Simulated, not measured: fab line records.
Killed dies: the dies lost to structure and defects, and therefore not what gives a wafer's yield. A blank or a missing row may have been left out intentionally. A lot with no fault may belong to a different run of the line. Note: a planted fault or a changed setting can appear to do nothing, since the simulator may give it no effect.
fab line records -- flow sfq_line
[record] lots = 6, wafers = 18, last_day = 80
route steps=325 shown M3@129 I3@133
lots untouched by any fault: they come from a run of this same line in which no faults occurred
start_h: hours from the record's first day to the start of the lot's first wafer shown -- wait_h: hours since the lot's step before -- " identical to the entry in the row above -- L1.1+2: several wafers, shown together as one row -- - no value present, or no start provided -- * or withheld: withheld -- < > ~ a bound
route shown NAME@n: a module of which the file shows steps, and the number in the route of the first -- usual: average and standard deviation across the fault-free wafers -- same: alike in all rows -- chamber/n: place in a boat -- sites: readings site by site -- _std_site: the standard deviation of these -- _edge_site: the outer-site mean with the inner-site mean subtracted -- radius_mm: how far each site lies from the wafer's centre -- mask NAME#n: copy n -- behind: the most recent tool/chamber to have shaped the wafer -- hold: why the lot went on hold/how many hours it stayed there/how the hold came to an end -- device: which transistor (n, p or np) failed to switch -- end of line: tests of these same wafers at the route's end -- a step without rows: its recipe alone -- killed: dies that structure and defects cost at the first sort, which is not the same as the wafer's yield -- map: dies across one wafer; x = killed, . = not, _ = none there
set.NAME: the run value of the setting; set.NAME@STEP: its run value at that earlier step -- model.NAME: the simulator's own value behind a step, which no gauge read
lots at some steps of the route; a table a step, a row a wafer
services: a tool's chamber out of use, with start hour (start_h, from the record's first day; less than 0 if before it), hours out, and reason
[[steps]]
[step SFQ_TRILAYER_M3_BARC_OPEN_METAL_ETCH_100]
[recipe] mask_material = PR, chemistry = O2, target_depth_nm = 125, target = BARC, icp_w = 600, bias_w = 80, pressure_mtorr = 10, time_s = 41.7
[step SFQ_TRILAYER_M3_ETCH_METAL_ETCH_078]
[recipe] target = Nb, stop_on = SiO2, mask_material = PR, chemistry = Cl2/Ar, target_depth_nm = 240, icp_w = 600, bias_w = 80, pressure_mtorr = 10, time_s = 120
[usual] drypump_motor_current_A = 5.6/0.6, oes_product_au = 0.896/0.0061
lot.wafer,tool,chamber,start_h,wait_h,drypump_motor_current_A,oes_product_au,rf_hours_counter_h
L819.2,rie_metal-04,0,774.54,0.0,5.6,0.909,46
L819.3,rie_metal-04,0,774.54,0.0,5.7,0.899,-
L819.5,rie_metal-04,1,774.54,0.0,4.8,0.905,-
L822.2,rie_metal-01,0,826.38,0.0,5.3,0.900,21
L822.5,rie_metal-01,1,826.38,0.0,6.3,0.893,-
L822.6,rie_metal-01,0,826.38,0.0,5.3,0.896,-
L826.1,rie_metal-01,0,859.07,0.0,5.3,0.892,25
L826.3,rie_metal-01,1,859.07,0.0,6.3,0.893,-
L826.6,rie_metal-01,1,859.07,0.0,6.3,0.891,-
L827.3,rie_metal-04,1,1003.94,0.1,4.7,0.906,-
L827.4,rie_metal-04,0,1003.94,0.1,5.7,0.898,-
L827.6,rie_metal-04,0,1003.94,0.1,5.7,0.894,-
L838.1,rie_metal-04,1,1226.75,0.0,4.8,0.889,102
L838.3,rie_metal-04,1,1226.75,0.0,4.8,0.887,-
L838.4,rie_metal-04,0,1226.75,0.0,5.6,0.892,-
L839.1,rie_metal-01,1,1230.35,0.0,6.3,0.895,66
L839.3,rie_metal-01,0,1230.35,0.0,5.4,0.898,-
L839.5,rie_metal-01,1,1230.35,0.0,6.3,0.898,-
[step SFQ_TRILAYER_M3_STRIP_STRIP_079]
[recipe] gas = O2, power_w = 200, platen_temp_c = 40, overash_fraction = 0.65, chemistry = O2, pressure_mtorr = 50
[usual] drypump_motor_current_A = 5.6/0.6, oes_product_au = 1.001/0.0074
lot.wafer,tool,chamber,start_h,wait_h,drypump_motor_current_A,oes_product_au,rf_hours_counter_h
L819.2,rie_metal-04,0,774.66,0.1,5.7,1.002,46
L819.3,rie_metal-04,0,774.66,0.1,5.7,1.006,-
L819.5,rie_metal-04,1,774.66,0.1,4.8,1.009,-
L822.2,rie_metal-01,0,826.50,0.1,5.3,1.009,21
L822.5,rie_metal-01,1,826.50,0.1,6.3,1.004,-
L822.6,rie_metal-01,0,826.50,0.1,5.3,0.998,-
L826.1,rie_metal-01,0,859.20,0.1,5.3,1.008,25
L826.3,rie_metal-01,1,859.20,0.1,6.3,1.012,-
L826.6,rie_metal-01,1,859.20,0.1,6.3,1.003,-
L827.3,rie_metal-04,1,1004.22,0.2,4.8,0.998,-
L827.4,rie_metal-04,0,1004.22,0.2,5.7,1.005,-
L827.6,rie_metal-04,0,1004.22,0.2,5.7,1.007,-
L838.1,rie_metal-04,1,1226.87,0.1,4.8,1.010,102
L838.3,rie_metal-04,1,1226.87,0.1,4.7,1.011,-
L838.4,rie_metal-04,0,1226.87,0.1,5.6,0.994,-
L839.1,rie_metal-01,1,1230.47,0.1,6.3,0.997,67
L839.3,rie_metal-01,0,1230.47,0.1,5.3,0.994,-
L839.5,rie_metal-01,1,1230.47,0.1,6.3,0.993,-
[step SFQ_TRILAYER_M3_STRIP_SOLV_CLEAN_080]
[recipe] chemistry = NMP, temp_c = 70, time_s = 600
[step SFQ_TRILAYER_I3_DEP_PECVD_081]
[recipe] material = SiO2, temp_c = 150, time_s = 111.11, pressure_torr = 2.4, rf_w = 183.3, precursor = SiH4/N2O, target_thk_nm = 500
[usual] heater_power_w = 84/15, throttle_valve_pct = 23.9/0.89
lot.wafer,tool,chamber,start_h,wait_h,heater_power_w,since_wet_clean_h,throttle_valve_pct
L819.2,pecvd-01,2,775.44,0.0,79,198,24.0
L819.3,pecvd-01,1,775.44,0.0,104,198,22.7
L819.5,pecvd-01,1,775.44,0.0,105,-,23.1
L822.2,pecvd-04,1,827.28,0.0,92,989,24.3
L822.5,pecvd-04,0,827.28,0.0,69,-,24.1
L822.6,pecvd-04,1,827.28,0.0,94,-,24.3
L826.1,pecvd-04,1,859.97,0.0,92,1021,24.4
L826.3,pecvd-04,0,859.97,0.0,81,1021,23.8
L826.6,pecvd-04,2,859.97,0.0,97,-,25.5
L827.3,pecvd-03,2,1004.80,0.0,60,58,22.1
L827.4,pecvd-03,1,1004.80,0.0,62,-,22.9
L827.6,pecvd-03,2,1004.80,0.0,60,-,22.5
L838.1,pecvd-01,1,1227.65,0.0,110,650,23.6
L838.3,pecvd-01,2,1227.65,0.0,80,650,24.6
L838.4,pecvd-01,2,1227.65,0.0,82,-,24.2
L839.1,pecvd-01,0,1231.25,0.0,92,654,23.2
L839.3,pecvd-01,2,1231.25,0.0,84,654,24.3
L839.5,pecvd-01,2,1231.25,0.0,69,-,24.5
[step SFQ_TRILAYER_I3_CMP_CMP_082]
[recipe] material = SiO2, down_force_psi = 3, platen_rpm = 60, pad_velocity_m_s = 0.94248
[usual] head_pressure_psi = 3.000/0.0062, motor_current_A = 10.2/0.91, retaining_ring_pressure_frac = 1.000/0.0051, time_to_endpoint_s = 216/7.3
lot.wafer,tool,chamber,start_h,wait_h,head_pressure_psi,motor_current_A,retaining_ring_pressure_frac,time_to_endpoint_s
L819.3,cmp-01,2,781.66,6.2,3.000,10.7,1.007,220
L819.2,cmp-01,3,781.66,6.2,3.009,9.7,1.009,220
L819.5,cmp-01,2,783.66,8.1,3.008,11.7,1.003,228
L822.2,cmp-01,1,835.56,8.2,2.986,9.4,1.002,209
L822.6,cmp-01,2,835.56,8.2,2.990,11.3,1.005,217
L822.5,cmp-01,3,835.56,8.2,2.997,9.6,1.006,219
L826.3,cmp-02,3,869.28,9.3,3.009,10.2,1.008,205
L826.1,cmp-02,2,870.78,10.8,2.999,11.2,0.998,200
L826.6,cmp-02,0,871.78,11.7,3.002,11.0,1.001,219
L827.3,cmp-01,0,1005.03,0.2,2.996,10.3,0.990,213
L827.4,cmp-01,3,1006.53,1.7,2.992,9.6,0.996,229
L827.6,cmp-01,1,1007.53,2.7,2.998,8.8,1.004,222
L838.3,cmp-02,3,1233.04,5.4,2.988,10.4,1.002,201
L838.4,cmp-02,0,1233.04,5.4,3.000,11.1,1.003,217
L838.1,cmp-02,1,1233.04,5.4,2.995,9.5,0.998,221
L839.3,cmp-01,1,1239.96,8.7,3.008,9.4,0.991,204
L839.1,cmp-01,2,1239.96,8.7,2.992,11.4,1.005,215
L839.5,cmp-01,3,1239.96,8.7,3.000,9.2,0.991,215
[step SFQ_I3_BOW_MEAS_922]
[recipe] mode = bow
[usual] I3_BOW = 5/9.7
lot.wafer,tool,chamber,start_h,wait_h,I3_BOW[um]
L819.2,film_metro-02,-,784.18,1.5,17
L819.3,film_metro-02,-,784.18,1.5,8
L819.5,film_metro-02,-,784.18,1.5,-6
L822.2,film_metro-01,-,837.08,1.0,-7
L822.5,film_metro-01,-,837.08,1.0,-12
L822.6,film_metro-01,-,837.08,1.0,5
L826.1,film_metro-01,-,872.28,1.0,15
L826.3,film_metro-01,-,872.28,1.0,0
L826.6,film_metro-01,-,872.28,1.0,13
L827.3,film_metro-03,-,1008.07,2.5,4
L827.4,film_metro-03,-,1008.07,2.5,19
L827.6,film_metro-03,-,1008.07,2.5,9
L838.1,film_metro-03,-,1236.04,1.5,1
L838.3,film_metro-03,-,1236.04,1.5,0
L838.4,film_metro-03,-,1236.04,1.5,13
L839.1,film_metro-01,-,1241.96,1.0,0
L839.3,film_metro-01,-,1241.96,1.0,17
L839.5,film_metro-01,-,1241.96,1.0,0
[step SFQ_TRILAYER_I3_METRO_MEASURE_083]
[step SFQ_TRILAYER_I3_VIA_LITHO_COAT_090]
[recipe] resist = BARC, spin_rpm = 3000, resist_thk_nm = 62
[step SFQ_TRILAYER_I3_VIA_LITHO_COAT_085]
[recipe] resist = KrF, spin_rpm = 3000, resist_thk_nm = 650
[step SFQ_TRILAYER_I3_VIA_LITHO_SOFTBAKE_089]
[recipe] temp_c = withheld, time_s = withheld, resist = KrF
[step SFQ_TRILAYER_I3_VIA_LITHO_EXPOSE_086]
[recipe] mask_id = I3, na = 0.6, source_shape = conventional, sigma_outer = 0.65, target_cd_nm = 500, dose_mj = 21.3
[step SFQ_TRILAYER_I3_VIA_LITHO_PEB_088]
[recipe] peb_temp_c = 115, peb_time_s = 60, resist = KrF
lot.wafer,tool,chamber,start_h,wait_h
L819.2+3+5,litho_track-01,0,923.27,0.8
L822.2+5+6,litho_track-04,0,980.88,0.8
L826.1+3+6,litho_track-01,0,990.88,1.0
L827.3+4+6,litho_track-01,0,1013.15,0.7
L838.1+3+4,litho_track-01,0,1240.40,1.0
L839.1+3+5,litho_track-04,0,1245.63,1.0
[step SFQ_TRILAYER_I3_VIA_LITHO_DEVELOP_087]
[recipe] time_s = 60, resist = KrF
[step SFQ_I3_OVL_MEAS_923]
[usual] I3_OVL = 3/4.9
lot.wafer,tool,chamber,start_h,wait_h,I3_OVL[nm]
L819.2,overlay-01,-,923.55,0.1,-4
L819.3,overlay-01,-,923.55,0.1,-2
L819.5,overlay-01,-,923.55,0.1,-2
L822.2,overlay-02,-,981.16,0.1,6
L822.5,overlay-02,-,981.16,0.1,9
L822.6,overlay-02,-,981.16,0.1,6
L826.1,overlay-01,-,991.18,0.1,-3
L826.3,overlay-01,-,991.18,0.1,-3
L826.6,overlay-01,-,991.18,0.1,-5
L827.3,overlay-02,-,1013.42,0.1,0
L827.4,overlay-02,-,1013.42,0.1,4
L827.6,overlay-02,-,1013.42,0.1,3
L838.1,overlay-01,-,1240.70,0.1,-7
L838.3,overlay-01,-,1240.70,0.1,-12
L838.4,overlay-01,-,1240.70,0.1,-8
L839.1,overlay-01,-,1245.93,0.1,0
L839.3,overlay-01,-,1245.93,0.1,2
L839.5,overlay-01,-,1245.93,0.1,8
[step SFQ_TRILAYER_I3_VIA_BARC_OPEN_VIA_ETCH_121]
[recipe] mask_material = PR, chemistry = O2, target_depth_nm = 125, target = BARC, source_w = 500, bias_w = 80, pressure_mtorr = 30, time_s = 41.7
[usual] drypump_motor_current_A = 5.8/0.52, oes_product_au = 0.685/0.0049
lot.wafer,tool,chamber,start_h,wait_h,drypump_motor_current_A,oes_product_au,rf_hours_counter_h,model.I3.cd_nm
L819.2,rie_diel-01,3,923.58,0.0,6.1,0.683,17,501.2
L819.3,rie_diel-01,0,923.58,0.0,6.6,0.685,6,500.7
L819.5,rie_diel-01,3,923.58,0.0,6.0,0.677,-,502.1
L822.2,rie_diel-02,1,981.19,0.0,5.5,0.698,6,501
L822.5,rie_diel-02,1,981.19,0.0,5.5,0.687,-,500
L822.6,rie_diel-02,2,981.19,0.0,6.1,0.682,-,501.3
L826.1,rie_diel-02,0,991.22,0.0,5.2,0.688,18,513.5
L826.3,rie_diel-02,3,991.22,0.0,5.2,0.681,8,500.9
L826.6,rie_diel-02,3,991.22,0.0,5.2,0.681,-,513.6
L827.3,rie_diel-02,0,1013.44,0.0,5.3,0.685,18,499.6
L827.4,rie_diel-02,2,1013.44,0.0,6.1,0.680,11,501.7
L827.6,rie_diel-02,3,1013.44,0.0,5.2,0.687,-,512.6
L838.1,rie_diel-01,1,1240.74,0.0,6.2,0.688,5,497.1
L838.3,rie_diel-01,3,1240.74,0.0,6.1,0.692,3,497.9
L838.4,rie_diel-01,0,1240.74,0.0,6.6,0.679,11,498
L839.1,rie_diel-02,0,1245.97,0.0,5.3,0.691,2,502.3
L839.3,rie_diel-02,2,1245.97,0.0,6.1,0.691,-,502.8
L839.5,rie_diel-02,2,1245.97,0.0,6.1,0.686,-,504.4
[step SFQ_TRILAYER_I3_VIA_ETCH_VIA_ETCH_088]
[recipe] target = SiO2, stop_on = Nb, mask_material = PR, taper_deg = 20, chemistry = CHF3, target_depth_nm = 260, source_w = 500, bias_w = 80, pressure_mtorr = 30, time_s = withheld
[usual] drypump_motor_current_A = 5.8/0.52, oes_product_au = 0.855/0.0051
lot.wafer,tool,chamber,start_h,wait_h,drypump_motor_current_A,oes_product_au,model.I3.cd_nm
L819.2,rie_diel-01,3,923.62,0.0,6.1,0.862,501.5
L819.3,rie_diel-01,0,923.62,0.0,6.5,0.871,499.9
L819.5,rie_diel-01,3,923.62,0.0,6.1,0.855,502.5
L822.2,rie_diel-02,1,981.23,0.0,5.5,0.855,499.2
L822.5,rie_diel-02,1,981.23,0.0,5.5,0.857,497.8
L822.6,rie_diel-02,2,981.23,0.0,6.1,0.859,501.6
L826.1,rie_diel-02,0,991.26,0.0,5.3,0.852,512.4
L826.3,rie_diel-02,3,991.26,0.0,5.1,0.845,501.8
L826.6,rie_diel-02,3,991.26,0.0,5.2,0.858,514
L827.3,rie_diel-02,0,1013.48,0.0,5.3,0.852,499.4
L827.4,rie_diel-02,2,1013.48,0.0,6.1,0.857,502
L827.6,rie_diel-02,3,1013.48,0.0,5.2,0.842,514.2
L838.1,rie_diel-01,1,1240.78,0.0,6.2,0.855,495.9
L838.3,rie_diel-01,3,1240.78,0.0,6.0,0.854,499.2
L838.4,rie_diel-01,0,1240.78,0.0,6.6,0.857,498.7
L839.1,rie_diel-02,0,1246.03,0.0,5.3,0.854,503
L839.3,rie_diel-02,2,1246.03,0.0,6.1,0.861,503.6
L839.5,rie_diel-02,2,1246.03,0.0,6.1,0.851,505.2
[step SFQ_TRILAYER_I3_VIA_STRIP_STRIP_089]
[recipe] gas = O2, power_w = 200, platen_temp_c = 40, overash_fraction = 0.65, chemistry = O2, pressure_mtorr = 50
[usual] drypump_motor_current_A = 5.6/0.52, oes_product_au = 1.000/0.0088
lot.wafer,tool,chamber,start_h,wait_h,drypump_motor_current_A,oes_product_au,rf_hours_counter_h
L819.2,rie_metal-03,0,923.73,-,5.5,1.014,82
L819.3,rie_metal-03,0,923.73,-,5.5,1.010,-
L819.5,rie_metal-03,1,923.73,-,6.1,0.992,-
L822.2,rie_metal-04,0,981.34,-,5.6,1.003,79
L822.5,rie_metal-04,1,981.34,-,4.8,0.999,-
L822.6,rie_metal-04,0,981.34,-,5.7,0.995,-
L826.1,rie_metal-03,1,991.37,-,6.1,0.992,18
L826.3,rie_metal-03,0,991.37,-,5.5,1.013,-
L826.6,rie_metal-03,0,991.37,-,5.5,1.015,-
L827.3,rie_metal-04,1,1013.79,-,4.8,1.002,-
L827.4,rie_metal-04,0,1013.79,-,5.6,0.998,-
L827.6,rie_metal-04,1,1013.79,-,4.8,0.989,-
L838.1,rie_metal-03,1,1240.89,-,6.2,0.988,55
L838.3,rie_metal-03,0,1240.89,-,5.5,1.007,-
L838.4,rie_metal-03,1,1240.89,-,6.2,0.987,-
L839.1,rie_metal-01,1,1246.20,-,6.3,0.996,70
L839.3,rie_metal-01,0,1246.20,-,5.3,0.992,-
L839.5,rie_metal-01,0,1246.20,-,5.3,0.992,-
[[services]]
tool,chamber,start_h,hours,kind
rie_metal-04,-,766.93,1.4,pm
rie_metal-01,-,773.27,1.3,repair
rie_metal-04,1,781.08,20.5,repair
rie_metal-01,-,793.44,0.4,repair
cmp-01,-,807.65,2.4,repair
cmp-01,-,838.18,0.9,repair
rie_diel-01,3,847.87,3.9,repair
cmp-01,-,860.71,26.9,repair
cmp-01,-,865.68,0.7,repair
cmp-01,-,883.87,0.8,repair
rie_diel-01,0,885.78,7.8,repair
rie_diel-02,1,914.89,3.5,repair
rie_metal-01,0,921.69,5.8,repair
rie_diel-02,2,1018.76,5.7,repair
rie_diel-02,-,1077.25,11.5,repair
rie_diel-02,3,1078.46,5.1,repair
rie_diel-02,-,1108.38,2.8,pm
rie_metal-01,1,1114.33,4.6,repair
rie_metal-04,-,1163.46,0.1,repair
rie_metal-04,0,1166.88,22.6,repair
rie_diel-02,1,1174.86,12.2,repair
rie_metal-01,-,1240.67,2.8,pm
rie_diel-02,1,1242.41,9.7,repair
rie_diel-02,3,1242.81,6.2,repair
[[key]]
first_sign none at tools or gauges
[model_effect] step = SFQ_TRILAYER_I3_VIA_BARC_OPEN_VIA_ETCH_121, value = I3.cd_nm, without = 500.8, struck = 513.2
[model_effect] step = SFQ_TRILAYER_I3_VIA_ETCH_VIA_ETCH_088, value = I3.cd_nm, without = 501.1, struck = 513.6
met_at SFQ_TRILAYER_I3_VIA_LITHO_PEB_088
struck_wafers L826.1,L826.6,L827.6
onset_between 923.27 990.88
[fault] kind = process_parameter_drift, tool = litho_track-01, chamber = -, onset_h = 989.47, steps = SFQ_TRILAYER_I3_VIA_LITHO_PEB_088, channel = peb_time_s, offset = *, shape = step, end_h = 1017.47, scope = struck_wafers_only, acts_in = *, stated = *
